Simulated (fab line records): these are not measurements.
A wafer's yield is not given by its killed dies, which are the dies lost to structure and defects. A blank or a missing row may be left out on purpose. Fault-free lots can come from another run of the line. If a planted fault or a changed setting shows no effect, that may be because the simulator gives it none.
fab line records	flow gf180mcu
record lots=14	wafers=42	lastDay=35
route steps=602 shown HV_LDD@196 PSD@263 V2@384
lots with no fault: from the same line, run without faults
startH: start of the lot's first displayed wafer, in hours after the record's first day	waitH: time in hours since the lot's previous step	" as in the row above	L1.1+2: a single row standing in for several wafers	- no value present, or no start provided	* or withheld: withheld	< > ~ a bound
route shown NAME@n: NAME is a module with steps in the file, n the number in the route of the first one	usual: mean and standard deviation over wafers with no fault	same: alike in all rows	chamber/n: place in a boat	sites: per-site readings	_std_site: the standard deviation of these	_edge_site: mean of outer sites minus mean of inner sites	radiusMm: how far each site lies from the wafer's centre	mask NAME#n: copy n	behind: the tool/chamber that last shaped the wafer	hold: why the lot went on hold/how many hours it stayed there/how the hold came to an end	device: the n, p or np transistor that did not switch	end of line: tests run on the same wafers once the route is complete	for a step that has no rows: nothing shown but its recipe	killed: not the wafer's yield, but the dies lost to structure and defects at the first sort	map: a wafer's dies, marking killed ones x, the rest . and places with no die _
set.NAME: the setting the step ran with; set.NAME@STEP: the setting that earlier step ran with	model.NAME: the simulator's own value behind a step, which no gauge read
steps of the route over a sample of lots; a table a step, a row a wafer
services: the hour from which a tool's chamber was out of use, counted from the record's first day as startH (under 0 if before that day), plus the number of hours and why
## steps
# step GF_HV_LDD_OVL_MEAS_20
# usual HV_LDD_01_OVL=-0.3/1.6
lot.wafer	tool	chamber	startH	waitH	HV_LDD_01_OVL[nm]
L171.1	overlay-01	-	235.30	0.1	0.3
L171.2	"	-	"	"	-1.8
L171.3	"	-	"	"	-1.3
L172.3	overlay-01	-	244.32	0.1	2.2
L172.5	"	-	"	"	3.2
L172.6	"	-	"	"	0.3
L174.1	overlay-01	-	259.68	0.1	-0.9
L174.3	"	-	"	"	0.4
L174.6	"	-	"	"	-0.2
L176.1	overlay-01	-	273.05	0.1	-1.2
L176.2	"	-	"	"	-1.0
L176.6	"	-	"	"	1.0
L178.2	overlay-01	-	284.38	0.1	-1.7
L178.3	"	-	"	"	-0.5
L178.6	"	-	"	"	-1.1
L180.1	overlay-01	-	301.38	0.1	0.9
L180.5	"	-	"	"	0.3
L180.6	"	-	"	"	0.2
L181.1	overlay-01	-	311.14	0.1	-1.6
L181.4	"	-	"	"	-1.4
L181.6	"	-	"	"	-1.2
L182.1	overlay-01	-	314.31	0.1	-1.9
L182.2	"	-	"	"	-2.8
L182.4	"	-	"	"	0.1
L183.1	overlay-01	-	324.94	0.1	-0.1
L183.2	"	-	"	"	-0.7
L183.4	"	-	"	"	-0.9
L187.1	overlay-01	-	355.84	0.1	-2.8
L187.2	"	-	"	"	-2.6
L187.6	"	-	"	"	-1.2
L188.1	overlay-02	-	361.32	0.1	0.0
L188.4	"	-	"	"	1.2
L188.6	"	-	"	"	0.7
L190.2	overlay-02	-	378.63	0.1	3.6
L190.4	"	-	"	"	2.5
L190.5	"	-	"	"	3.5
L192.1	overlay-01	-	390.37	0.1	1.8
L192.2	"	-	"	"	0.1
L192.4	"	-	"	"	-0.9
L194.1	overlay-01	-	414.86	0.1	-1.7
L194.3	"	-	"	"	0.3
L194.6	"	-	"	"	-1.3
# step GF_HV_LDD_OVL_MEAS_47
# usual HV_LDD_03_OVL=0.1/1.3
lot.wafer	tool	chamber	startH	waitH	HV_LDD_03_OVL[nm]
L171.1	overlay-01	-	274.01	0.1	-2.3
L171.2	"	-	"	"	0.4
L171.3	"	-	"	"	-2.8
L172.3	overlay-01	-	283.21	0.1	-1.6
L172.5	"	-	"	"	-0.6
L172.6	"	-	"	"	-1.2
L174.1	overlay-01	-	299.13	0.1	-0.6
L174.3	"	-	"	"	-0.4
L174.6	"	-	"	"	0.5
L178.2	overlay-01	-	325.90	0.1	-1.5
L178.3	"	-	"	"	-2.3
L178.6	"	-	"	"	-1.4
L176.1	overlay-01	-	327.93	0.1	0.0
L176.2	"	-	"	"	-0.8
L176.6	"	-	"	"	-0.1
L180.1	overlay-02	-	343.16	0.1	1.0
L180.5	"	-	"	"	2.1
L180.6	"	-	"	"	-1.9
L181.1	overlay-01	-	354.59	0.1	1.9
L181.4	"	-	"	"	0.8
L181.6	"	-	"	"	0.2
L182.1	overlay-02	-	358.09	0.1	-0.1
L182.2	"	-	"	"	1.2
L182.4	"	-	"	"	-0.3
L183.1	overlay-01	-	369.01	0.1	4.2
L183.2	"	-	"	"	1.3
L183.4	"	-	"	"	1.0
L187.1	overlay-01	-	402.96	0.1	-0.1
L187.2	"	-	"	"	-0.2
L187.6	"	-	"	"	-0.1
L190.2	overlay-02	-	426.26	0.1	0.4
L190.4	"	-	"	"	0.2
L190.5	"	-	"	"	1.0
L192.1	overlay-01	-	438.92	0.1	-1.4
L192.2	"	-	"	"	0.5
L192.4	"	-	"	"	-3.6
L194.1	overlay-02	-	463.80	0.1	1.8
L194.3	"	-	"	"	1.0
L194.6	"	-	"	"	0.4
L188.1	overlay-02	-	485.09	0.1	1.6
L188.4	"	-	"	"	0.9
L188.6	"	-	"	"	3.0
# step GF_PSD_RS_MEAS_15
# recipe thkMeasGauge=four-point-probe
# usual PSD_RS=108.55/0.3
lot.wafer	tool	chamber	startH	waitH	PSD_RS[ohm/sq]
L171.1	filmMetro-02	-	317.69	0.1	108.73
L171.2	"	-	"	"	108.55
L171.3	"	-	"	"	108.44
L172.3	filmMetro-01	-	328.20	0.1	108.62
L172.5	"	-	"	"	108.91
L172.6	"	-	"	"	108.85
L174.1	filmMetro-02	-	344.66	0.1	108.66
L174.3	"	-	"	"	108.14
L174.6	"	-	"	"	108.82
L178.2	filmMetro-04	-	373.88	0.1	108.68
L178.3	"	-	"	"	108.37
L178.6	"	-	"	"	108.42
L176.1	filmMetro-04	-	376.04	0.1	108.72
L176.2	"	-	"	"	108.67
L176.6	"	-	"	"	108.48
L180.1	filmMetro-04	-	393.79	0.1	108.82
L180.5	"	-	"	"	108.55
L180.6	"	-	"	"	109.16
L181.1	filmMetro-02	-	405.45	0.1	108.25
L181.4	"	-	"	"	108.09
L181.6	"	-	"	"	108.17
L182.1	filmMetro-01	-	409.91	0.1	108.56
L182.2	"	-	"	"	108.63
L182.4	"	-	"	"	108.63
L183.1	filmMetro-04	-	420.20	0.1	109.00
L183.2	"	-	"	"	109.23
L183.4	"	-	"	"	108.68
L187.1	filmMetro-02	-	456.19	0.1	108.29
L187.2	"	-	"	"	108.58
L187.6	"	-	"	"	108.45
L190.2	filmMetro-02	-	484.53	0.1	108.41
L190.4	"	-	"	"	108.46
L190.5	"	-	"	"	108.41
L192.1	filmMetro-04	-	491.05	0.1	108.66
L192.2	"	-	"	"	108.85
L192.4	"	-	"	"	108.95
L194.1	filmMetro-02	-	516.45	0.1	108.31
L194.3	"	-	"	"	108.17
L194.6	"	-	"	"	108.35
L188.1	filmMetro-01	-	536.16	0.1	108.41
L188.4	"	-	"	"	108.02
L188.6	"	-	"	"	108.31
# step GF_V2_CVD_02
# recipe material=SiO2	targetThkNm=850	precursor=TEOS	tempC=400	timeS=94.851	rfW=587.6
# usual heaterPowerW=698/93
lot.wafer	tool	chamber	startH	waitH	heaterPowerW
L171.1	pecvd-04	0	437.54	0.1	751
L171.2	"	1	"	"	775
L171.3	"	2	"	"	729
L172.3	pecvd-03	0	448.19	0.0	700
L172.5	"	0	"	"	735
L172.6	"	2	"	"	614
L174.1	pecvd-04	1	467.81	0.1	663
L174.3	"	0	"	"	885
L174.6	"	0	"	"	712
L178.2	pecvd-04	0	498.28	0.0	805
L178.3	"	2	"	"	670
L178.6	"	2	"	"	734
L176.1	pecvd-02	0	499.23	0.1	673
L176.2	"	2	"	"	636
L176.6	"	1	"	"	852
L180.1	pecvd-04	1	517.42	0.1	718
L180.5	"	1	"	"	748
L180.6	"	2	"	"	760
L181.1	pecvd-04	2	530.42	0.1	759
L181.4	"	1	"	"	619
L181.6	"	2	"	"	774
L182.1	pecvd-03	1	535.51	0.1	550
L182.2	"	2	"	"	638
L182.4	"	1	"	"	623
L183.1	pecvd-03	2	544.44	0.1	761
L183.2	"	0	"	"	723
L183.4	"	2	"	"	609
L187.1	pecvd-02	0	578.78	0.1	696
L187.2	"	1	"	"	736
L187.6	"	2	"	"	578
L190.2	pecvd-03	1	604.65	0.0	624
L190.4	"	2	"	"	754
L190.5	"	1	"	"	641
L192.1	pecvd-03	2	609.42	0.1	644
L192.2	"	0	"	"	710
L192.4	"	0	"	"	746
L194.1	pecvd-02	0	631.35	0.1	609
L194.3	"	2	"	"	589
L194.6	"	2	"	"	611
L188.1	pecvd-02	0	649.38	0.1	565
L188.4	"	0	"	"	618
L188.6	"	1	"	"	703
# step GF_V2_THK_MEAS_03
# recipe reads=SiO2_of_V2_CVD_02
# usual V2_CVD_02_THK=841/10
lot.wafer	tool	chamber	startH	waitH	V2_CVD_02_THK[nm]
L171.1	filmMetro-01	-	437.60	0.0	835
L171.2	"	-	"	"	822
L171.3	"	-	"	"	836
L172.3	filmMetro-01	-	448.28	0.1	840
L172.5	"	-	"	"	856
L172.6	"	-	"	"	851
L174.1	filmMetro-01	-	467.88	0.0	836
L174.3	"	-	"	"	837
L174.6	"	-	"	"	849
L178.2	filmMetro-03	-	498.36	0.0	829
L178.3	"	-	"	"	836
L178.6	"	-	"	"	840
L176.1	filmMetro-04	-	499.30	0.0	823
L176.2	"	-	"	"	831
L176.6	"	-	"	"	858
L180.1	filmMetro-04	-	517.49	0.0	844
L180.5	"	-	"	"	846
L180.6	"	-	"	"	855
L181.1	filmMetro-04	-	530.56	0.1	841
L181.4	"	-	"	"	846
L181.6	"	-	"	"	856
L182.1	filmMetro-01	-	535.61	0.1	821
L182.2	"	-	"	"	833
L182.4	"	-	"	"	833
L183.1	filmMetro-01	-	544.51	0.0	823
L183.2	"	-	"	"	834
L183.4	"	-	"	"	849
L187.1	filmMetro-01	-	578.85	0.0	831
L187.2	"	-	"	"	831
L187.6	"	-	"	"	855
L190.2	filmMetro-04	-	604.73	0.0	593
L190.4	"	-	"	"	588
L190.5	"	-	"	"	600
L192.1	filmMetro-01	-	609.49	0.0	592
L192.2	"	-	"	"	605
L192.4	"	-	"	"	609
L194.1	filmMetro-04	-	631.41	0.0	848
L194.3	"	-	"	"	835
L194.6	"	-	"	"	862
L188.1	filmMetro-03	-	649.45	0.0	826
L188.4	"	-	"	"	838
L188.6	"	-	"	"	845
# step GF_V2_ETCH_17
# recipe chemistry=C4F8/O2/Ar	maskMaterial=KrF	target=SiO2	stopOn=TiN	sourceW=1500	biasW=1200	pressureMtorr=40	c4f8FlowSccm=withheld	O2_flow_sccm=6	Ar_flow_sccm=300	timeS=withheld	targetDepthA=6300
# usual oesProductAu=0.856/0.0042
lot.wafer	tool	chamber	startH	waitH	oesProductAu
L171.1	rieDiel-01	3	-	-	0.856
L171.2	"	0	"	"	0.853
L171.3	"	2	"	"	0.860
L172.3	rieDiel-01	2	-	-	0.858
L172.5	"	2	"	"	0.863
L172.6	"	1	"	"	0.859
L174.1	rieDiel-02	3	-	-	0.852
L174.3	"	1	"	"	0.863
L174.6	"	1	"	"	0.862
L178.2	rieDiel-02	0	-	-	0.855
L178.3	"	3	"	"	0.850
L178.6	"	3	"	"	0.852
L176.1	rieDiel-04	1	-	-	0.859
L176.2	"	2	"	"	0.859
L176.6	"	3	"	"	0.855
L180.1	rieDiel-01	0	-	-	0.862
L180.5	"	1	"	"	0.854
L180.6	"	0	"	"	0.853
L181.1	rieDiel-02	1	-	-	0.850
L181.4	"	3	"	"	0.861
L181.6	"	1	"	"	0.860
L182.1	rieDiel-04	3	-	-	0.856
L182.2	"	2	"	"	0.861
L182.4	"	2	"	"	0.857
L183.1	rieDiel-02	0	-	-	0.847
L183.2	"	2	"	"	0.857
L183.4	"	3	"	"	0.855
L187.1	rieDiel-02	2	-	-	0.858
L187.2	"	0	"	"	0.860
L187.6	"	1	"	"	0.853
L190.2	rieDiel-01	0	-	-	0.822
L190.4	"	3	"	"	0.815
L190.5	"	0	"	"	0.831
L192.1	rieDiel-04	1	-	-	0.827
L192.2	"	3	"	"	0.837
L192.4	"	0	"	"	0.839
L194.1	rieDiel-02	2	-	-	0.858
L194.3	"	1	"	"	0.857
L194.6	"	1	"	"	0.853
L188.1	rieDiel-04	0	-	-	0.852
L188.4	"	2	"	"	0.855
L188.6	"	3	"	"	0.856
## services
tool	chamber	startH	hours	kind
rieDiel-02	2	414.29	1.6	repair
rieDiel-02	2	420.49	9.7	repair
rieDiel-02	0	429.67	15.7	repair
pecvd-02	-	484.71	14.1	repair
rieDiel-02	2	517.77	-	clean
rieDiel-02	2	517.77	14.3	scheduledDown
rieDiel-02	2	517.77	14.3	ventCycle
rieDiel-04	0	518.93	5.9	repair
pecvd-03	0	533.68	8.0	repair
rieDiel-04	1	536.83	3.8	repair
pecvd-02	0	549.46	5.2	repair
rieDiel-01	2	564.04	14.0	repair
rieDiel-02	1	564.61	-	clean
rieDiel-02	1	564.61	25.6	scheduledDown
rieDiel-02	1	564.61	25.6	ventCycle
pecvd-04	-	591.12	14.0	pm
pecvd-04	0	591.12	14.0	ventCycle
rieDiel-02	2	618.18	4.1	repair
pecvd-04	1	624.75	1.9	repair
pecvd-03	-	627.74	2.8	pm
pecvd-04	0	632.06	6.5	repair
pecvd-02	2	640.51	2.1	repair
pecvd-03	2	654.34	4.8	repair
pecvd-04	-	654.52	1.1	repair
## key
firstSign step=GF_V2_THK_MEAS_03	reading=V2_CVD_02_THK	direction=down	sigmas=23	usual=841	struck=598
effect step=GF_V2_ETCH_17	reading=oesProductAu	direction=down	sigmas=6.4	usual=0.856	struck=0.829
metAt GF_V2_CVD_02
struckLots L190,L192
sortLeftOut L190.2,L190.4,L190.5,L192.1,L192.2,L192.4
notActingAt GF_HV_LDD_OVL_MEAS_20,GF_HV_LDD_OVL_MEAS_47,GF_PSD_RS_MEAS_15
onsetBetween 544.44 604.65
fault kind=processParameterDrift	tool=pecvd-03	chamber=-	onsetH=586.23	steps=GF_V2_CVD_02	channel=targetThkNm	offset=-249.94	shape=step	endH=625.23	actsIn=theseRecipesOnly	stated=850
# sortLeftOut: the simulated sort isn't trusted on such a fault, so these wafers' sort isn't shown, and their yield isn't known
